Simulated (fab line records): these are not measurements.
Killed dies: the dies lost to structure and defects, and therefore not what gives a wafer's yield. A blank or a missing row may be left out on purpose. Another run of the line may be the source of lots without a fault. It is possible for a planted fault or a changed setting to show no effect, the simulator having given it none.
A lot that was struck, set against a sound lot / flow sky130 / 15 out of 708 route steps
Sound: wafers L490.3, L490.4, L490.6. Wafers struck: L492.2, L492.5, L492.6. The cause is given at the end.
Order at every step that has rows: each side's tool, ch and its chambers, its first start. Under that, the readings that differ: sound wafers / struck wafers / difference of the means / sigmas: that difference in standard deviations of wafers without a fault.
alike: words and numbers the same on both sides, and readings whose means are apart by under 2 such deviations; not compared: readings that were withheld, readings missing a value for some wafer, numbers with overlapping values and no deviation given by the record, and bounds like >300 which may hide the same value.
A row with sigmas, a row that says differs or no value, or rows on one side alone: a step with any of these is where the two part. Numbers that have no deviation but don't overlap get no sigmas and don't part them. A reading missing from all wafers of one side parts the sides only when that side holds two or more wafers.

first, 3 steps without rows for these wafers: SKY_LDD_P_EXPOSE_04 (exposes mask PSDM, target cd 380 nm); SKY_LDD_P_PEB_05; SKY_LDD_P_DEVELOP_06 (develop time 60 s).
SKY_LDD_P_CD_MEAS_07: the cd target is 380 nm.
  sound on cd sem-02, day 21 01:30; struck on cd sem-02, day 21 16:03
  alike: cd nm
SKY_LDD_P_OVL_MEAS_08:
  sound on overlay-02, day 21 01:35; struck on overlay-01, day 21 16:10
  alike: LDD_P_OVL
after that, 1 step had no rows for these wafers: SKY_LDD_P_IMPLANT_09.
SKY_LDD_P_STRIP_10: strips in O2/N2.
  sound on plasma asher-03 ch 0,1, day 21 01:48; struck on plasma asher-04 ch 0,1, day 21 16:20
  alike: drypump motor current A, oes product au, strip time to endpoint s
  not compared: rf hours counter h
SKY_LDD_P_TW_MEAS_11:
  sound on film metro-03, day 21 01:53; struck on film metro-02, day 21 16:27
  alike: LDD_P_TW
then, 4 steps without rows for these wafers: SKY_LDD_HVN_DEHYDRATE_00 (time 60 s); SKY_LDD_HVN_HMDS_01 (prime time 60 s); SKY_LDD_HVN_COAT_02 (resist thk 300 nm); SKY_LDD_HVN_SOFTBAKE_03 (time 60 s).
SKY_LDD_HVN_EXPOSE_04: exposes mask HVNTM, target cd 700 nm.
  sound on iline stepper-01 ch 0, day 21 17:48; struck on iline stepper-01 ch 0, day 22 07:40
reading=mask; sound=HVNTM#0 HVNTM#0 HVNTM#0; struck=HVNTM_R1#0 HVNTM_R1#0 HVNTM_R1#0; difference=differs; sigmas=
after that, 1 step had no rows for these wafers: SKY_LDD_HVN_PEB_05.
-- a jump in the record: the struck wafers' starts before and after are 25 days apart (it breaks off in module LDD_HVN and resumes in module PAD_OPEN, where the first step shown is number 708 of the route) --
SKY_PAD_OPEN_PROBE_99:
  sound on prober-02, day 47 04:32; struck on prober-02, day 47 14:17
reading=killed at other; sound=5 2 2; struck=0 0 0; difference=-3; sigmas=-4
  alike: killed_at_M0_to_M3, killed_at_M4_up, killed at contacts, killed at front end, killed dies, killed open, killed short

WHERE THEY PART
First at SKY_LDD_HVN_EXPOSE_04; last, within this record, at SKY_PAD_OPEN_PROBE_99.

WHY: what the simulator had put in
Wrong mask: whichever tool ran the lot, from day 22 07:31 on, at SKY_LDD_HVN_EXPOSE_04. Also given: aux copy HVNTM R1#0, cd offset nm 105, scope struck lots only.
